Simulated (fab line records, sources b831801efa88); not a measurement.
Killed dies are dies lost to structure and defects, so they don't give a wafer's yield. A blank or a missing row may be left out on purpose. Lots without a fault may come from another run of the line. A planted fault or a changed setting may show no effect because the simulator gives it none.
fab line records | flow sky130
record lots=6 wafers=18 last_day=49
route steps=708 shown LDD_HVP@287 LDD_LDN@289 PAD_OPEN@708
lots that met no fault: from a run of the same line without faults
start_h: hours from the record's first day to the start of the lot's first wafer shown | wait_h: hours since the lot's step before | " the same as in the row above | L1.1+2: a row that stands for several wafers | - no value, or no start given | * or withheld: withheld | < > ~ a bound
route shown NAME@n: a module of which the file shows steps, and the number in the route of the first | usual: mean/standard deviation of fault-free wafers | same: alike in all rows | chamber/n: place in a boat | sites: the reading at each site | _std_site: their standard deviation | _edge_site: outer sites' mean less inner sites' | radius_mm: how far each site lies from the wafer's centre | mask NAME#n: copy n | behind: the tool/chamber that last shaped the wafer | hold: why the lot was held/for how many hours/how that ended | device: the transistor (n, p or np) that didn't switch | end of line: the same wafers' tests at the end of the route | a step without rows: its recipe alone | killed: dies lost to structure and defects at the first sort, not the wafer's yield | map: a wafer's dies, x killed, . not, _ none there
set.NAME: the setting as run; set.NAME@STEP: as run at that earlier step | model.NAME: the simulator's own value behind a step, which no gauge read
lots at some steps of the route; a table a step, a row a wafer
services: from which hour (start_h, from the record's first day; less than 0 if before it) a tool's chamber was out of use, for how many hours, and why
## steps
# step SKY_LDD_HVP_STRIP_09
# recipe chemistry=O2/N2 power_w=1400 pressure_mtorr=1500 platen_temp_c=withheld o2_flow_sccm=3000 n2_flow_sccm=300 overash_fraction=0.5
# usual drypump_motor_current_A=5.5/0.41 oes_product_au=0.409/0.0048 strip_time_to_endpoint_s=4.135/0.014
# columns lot.wafer tool chamber start_h wait_h drypump_motor_current_A oes_product_au rf_hours_counter_h strip_time_to_endpoint_s
L206.1 plasma_asher-02 1 491.55 0.1 5.0 0.399 7 4.144
L206.4 " 0 " " 5.5 0.409 - 4.147
L206.5 " 0 " " 5.5 0.408 - 4.140
L209.1 plasma_asher-02 0 525.00 0.1 5.5 0.405 11 4.165
L209.2 " 1 " " 4.9 0.425 11 4.152
L209.6 " 0 " " 5.5 0.415 - 4.170
L211.3 plasma_asher-02 0 541.97 0.1 5.5 0.403 - 4.151
L211.4 " 1 " " 4.9 0.404 - 4.135
L211.6 " 1 " " 4.9 0.415 - 4.157
L217.1 plasma_asher-04 1 613.39 0.1 6.2 0.406 83 4.144
L217.2 " 0 " " 5.9 0.412 83 4.168
L217.4 " 1 " " 6.2 0.411 - 4.135
L226.1 plasma_asher-04 0 656.30 0.1 5.9 0.411 88 4.136
L226.3 " 0 " " 5.9 0.409 - 4.115
L226.6 " 0 " " 5.9 0.411 - 4.118
L227.2 plasma_asher-03 0 663.65 0.1 5.5 0.411 88 4.124
L227.4 " 1 " " 5.3 0.422 - 4.133
L227.6 " 1 " " 5.3 0.404 - 4.144
# step SKY_LDD_HVP_TW_MEAS_10
# usual LDD_HVP_TW=456/3.4
# columns lot.wafer tool chamber start_h wait_h LDD_HVP_TW
L206.1 film_metro-04 - 491.65 0.1 452
L206.4 " - " " 452
L206.5 " - " " 453
L209.1 film_metro-02 - 525.12 0.1 460
L209.2 " - " " 459
L209.6 " - " " 458
L211.3 film_metro-04 - 542.06 0.1 456
L211.4 " - " " 456
L211.6 " - " " 456
L217.1 film_metro-03 - 613.49 0.1 454
L217.2 " - " " 451
L217.4 " - " " 451
L226.1 film_metro-04 - 656.40 0.1 452
L226.3 " - " " 452
L226.6 " - " " 452
L227.2 film_metro-04 - 663.76 0.1 453
L227.4 " - " " 452
L227.6 " - " " 452
# step SKY_LDD_LDN_DEHYDRATE_00
# recipe temp_c=200 time_s=60
# step SKY_LDD_LDN_HMDS_01
# recipe prime_time_s=60 prime_temp_c=120
# step SKY_LDD_LDN_COAT_02
# recipe resist=NOVOLAK spin_rpm=3000 resist_thk_nm=1140
# step SKY_LDD_LDN_SOFTBAKE_03
# recipe temp_c=90 time_s=60 resist=NOVOLAK
# step SKY_LDD_LDN_EXPOSE_04
# recipe mask_id=LDNTM na=0.6 source_shape=conventional sigma_outer=0.6 polarization=unpolarized target_cd_nm=700 dose_mj=140
# step SKY_LDD_LDN_PEB_05
# recipe temp_c=withheld time_s=* resist=NOVOLAK
# step SKY_LDD_LDN_DEVELOP_06
# recipe resist=NOVOLAK developer=TMAH develop_time_s=60 dev_temp_c=23
# step SKY_LDD_LDN_OVL_MEAS_07
# usual LDD_LDN_OVL=0.2/1.5
# columns lot.wafer tool chamber start_h wait_h LDD_LDN_OVL[nm]
L206.1 overlay-02 - 522.14 0.1 0.1
L206.4 " - " " 2.0
L206.5 " - " " 1.0
L209.1 overlay-02 - 554.94 0.1 0.7
L209.2 " - " " 0.1
L209.6 " - " " -1.2
L211.3 overlay-02 - 571.25 0.1 -0.1
L211.4 " - " " 2.1
L211.6 " - " " -0.8
L217.1 overlay-01 - 642.52 0.1 -0.8
L217.2 " - " " 0.1
L217.4 " - " " -1.7
L226.1 overlay-02 - 684.67 0.1 0.3
L226.3 " - " " 2.1
L226.6 " - " " 2.0
L227.2 overlay-02 - 691.62 0.1 2.4
L227.4 " - " " 3.7
L227.6 " - " " 3.0
# step SKY_LDD_LDN_IMPLANT_08
# recipe species=As energy_kev=15 dose_cm2=1.25e+13 tilt_deg=withheld rotation_deg=23
# step SKY_LDD_LDN_IMPLANT_09
# recipe species=As energy_kev=15 dose_cm2=1.25e+13 tilt_deg=withheld rotation_deg=113
# step SKY_LDD_LDN_IMPLANT_10
# recipe species=As energy_kev=15 dose_cm2=1.237e+13 tilt_deg=withheld rotation_deg=203
# usual beam_energy_keV=14.999/0.0043 end_station_pressure_torr=5e-06/3e-07 rotation_deg=203.00/0.041
# columns lot.wafer tool chamber start_h wait_h beam_energy_keV end_station_pressure_torr rotation_deg model.implant.rp_nm model.implant.drp_nm
L206.1 implanter-03 0 524.25 0.1 15.003 5.5e-06 203.05 12.87 5.933
L206.4 " 0 " " 15.003 4.4e-06 203.09 12.87 5.933
L206.5 " 0 " " 14.999 5e-06 203.05 12.87 5.933
L209.1 implanter-04 0 555.27 0.1 16.234 5.1e-06 203.00 13.58 6.257
L209.2 " 0 " " 16.235 5.2e-06 202.94 13.58 6.257
L209.6 " 0 " " 16.240 4.8e-06 203.02 13.58 6.257
L211.3 implanter-04 0 571.62 0.1 16.235 5.5e-06 202.99 13.56 6.257
L211.4 " 0 " " 16.234 5.2e-06 203.03 13.56 6.257
L211.6 " 0 " " 16.237 5.2e-06 203.05 13.56 6.257
L217.1 implanter-04 0 642.85 0.1 14.998 5.7e-06 203.06 12.77 5.933
L217.2 " 0 " " 15.000 5e-06 203.04 12.77 5.933
L217.4 " 0 " " 14.992 5.4e-06 202.94 12.77 5.933
L226.1 implanter-01 0 685.00 0.1 14.996 5e-06 203.04 12.69 5.933
L226.3 " 0 " " 14.997 4.6e-06 203.05 12.69 5.933
L226.6 " 0 " " 14.997 5.8e-06 203.01 12.69 5.933
L227.2 implanter-03 0 691.97 0.1 15.007 5.3e-06 203.05 13.37 5.933
L227.4 " 0 " " 15.005 5.6e-06 203.07 13.37 5.933
L227.6 " 0 " " 15.001 5.3e-06 203.03 13.37 5.933
# step SKY_LDD_LDN_IMPLANT_11
# recipe species=As energy_kev=15 dose_cm2=1.25e+13 tilt_deg=withheld rotation_deg=293
# step SKY_PAD_OPEN_PROBE_99
# usual killed_at_M0_to_M3=43/7.3 killed_at_M4_up=3.5/2.2 killed_at_contacts=24/5.3 killed_at_front_end=15/4.2 killed_at_other=0.3/0.67 killed_dies=86/9.8 killed_open=47/7.2 killed_short=39/6.5
# same gross_dies=492 killed_at_back_side=0
# columns lot.wafer tool chamber start_h wait_h killed_at_M0_to_M3 killed_at_M4_up killed_at_contacts killed_at_front_end killed_at_other killed_dies killed_open killed_short
L209.1 prober-02 - 1095.09 0.1 49 2 31 7 0 89 53 36
L209.2 prober-02 - 1095.14 0.1 49 7 27 14 0 97 49 48
L209.6 prober-02 - 1095.34 0.2 43 2 31 8 0 84 45 39
L211.3 prober-01 - 1104.50 0.2 56 3 24 9 2 94 54 39
L211.4 prober-01 - 1104.55 0.2 42 5 18 19 0 84 49 33
L211.6 prober-01 - 1104.65 0.2 45 1 25 20 0 91 46 44
L227.2 prober-02 - 1184.42 0.1 58 3 18 21 0 100 53 47
L227.4 prober-02 - 1184.52 0.2 49 1 25 25 0 100 57 43
L227.6 prober-02 - 1184.62 0.2 42 3 24 17 0 86 46 39
# killed by level:class
L209.1 CONTACT:geometric_particle:open=14 VIA3:geometric_particle:open=11 VIA2:geometric_particle:open=10 VIA1:geometric_particle:open=8 VIA1:geometric_particle:short=7 LI_CONTACT:geometric_particle:open=5 LI_CONTACT:geometric_particle:short=4 LOCAL_INTERCONNECT:geometric_particle:short=4
L209.2 VIA1:geometric_particle:open=9 VIA3:geometric_particle:open=8 VIA2:geometric_particle:open=8 CONTACT:geometric_particle:open=7 VIA1:geometric_particle:short=7 CONTACT:geometric_particle:short=6 METAL2:geometric_particle:short=5 LI_CONTACT:geometric_particle:open=5
L209.6 VIA1:geometric_particle:open=11 VIA3:geometric_particle:open=11 CONTACT:geometric_particle:open=8 LOCAL_INTERCONNECT:geometric_particle:short=7 VIA1:geometric_particle:short=7 LI_CONTACT:geometric_particle:open=6 CONTACT:geometric_particle:short=5 METAL2:geometric_particle:short=4
L211.3 VIA2:geometric_particle:open=17 VIA1:geometric_particle:open=12 CONTACT:geometric_particle:open=9 CONTACT:geometric_particle:short=6 LOCAL_INTERCONNECT:geometric_particle:short=5 VIA3:geometric_particle:short=5 METAL2:geometric_particle:open=4 VIA3:geometric_particle:open=4
L211.4 VIA1:geometric_particle:open=11 CONTACT:geometric_particle:open=8 VIA2:geometric_particle:open=7 FIELD_ISO:geometric_particle:open=6 METAL2:geometric_particle:short=6 VIA3:geometric_particle:open=5 POLY_GATE:geometric_particle:open=5 CONTACT:geometric_particle:short=5
L211.6 VIA3:geometric_particle:open=12 VIA1:geometric_particle:open=8 CONTACT:geometric_particle:open=8 LOCAL_INTERCONNECT:geometric_particle:short=6 LI_CONTACT:geometric_particle:short=5 CONTACT:geometric_particle:short=5 METAL2:geometric_particle:short=5 FIELD_ISO:geometric_particle:open=4
L227.2 VIA1:geometric_particle:open=17 METAL1:geometric_particle:short=10 CONTACT:geometric_particle:open=8 VIA3:geometric_particle:open=7 FIELD_ISO:geometric_particle:short=6 POLY_GATE:geometric_particle:open=5 CONTACT:geometric_particle:short=5 VIA1:geometric_particle:short=5
L227.4 VIA1:geometric_particle:open=9 VIA2:geometric_particle:open=9 CONTACT:geometric_particle:open=8 VIA1:geometric_particle:short=8 VIA3:geometric_particle:open=8 FIELD_ISO:geometric_particle:open=7 LI_CONTACT:geometric_particle:open=7 FIELD_ISO:geometric_particle:short=5
L227.6 VIA1:geometric_particle:open=10 LI_CONTACT:geometric_particle:open=8 LOCAL_INTERCONNECT:geometric_particle:short=6 VIA1:geometric_particle:short=6 VIA3:geometric_particle:open=6 VIA2:geometric_particle:open=5 POLY_GATE:geometric_particle:open=4 FIELD_ISO:geometric_particle:short=4
## services
# columns tool chamber start_h hours kind
plasma_asher-03 - 472.60 0.9 repair
plasma_asher-03 - 476.25 3.1 repair
plasma_asher-02 - 481.33 0.7 repair
plasma_asher-03 - 486.35 1.4 repair
implanter-04 - 489.83 14.7 pm
plasma_asher-02 - 532.27 2.8 pm
plasma_asher-03 - 549.62 2.8 pm
implanter-03 - 553.57 3.6 pm
implanter-04 - 577.77 3.9 repair
implanter-04 - 624.51 1.7 repair
implanter-03 - 645.67 0.8 repair
plasma_asher-04 - 686.57 4.2 repair
## key
first_sign step=SKY_LDD_LDN_IMPLANT_10 reading=beam_energy_keV direction=up sigmas=99+ usual=* struck=*
effect none on later readings
model_effect step=SKY_LDD_LDN_IMPLANT_10 value=implant.rp_nm without=12.83 struck=13.57
met_at SKY_LDD_LDN_IMPLANT_10
struck_wafers L209.1,L209.2,L209.6,L211.3,L211.4,L211.6
tester_left_out L209,L211
fault kind=process_parameter_drift tool=implanter-04 chamber=- onset_h=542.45 steps=SKY_LDD_LDN_IMPLANT_10 channel=energy_kev offset=* shape=step end_h=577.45 acts_in=* stated=*
# tester_left_out: of these lots the tester's yield and bins aren't shown, on N5 and GAA mostly nor the transistor test; their killed dies are dies lost to structure and defects alone, not to doping, threshold or leakage, so they don't give the yield
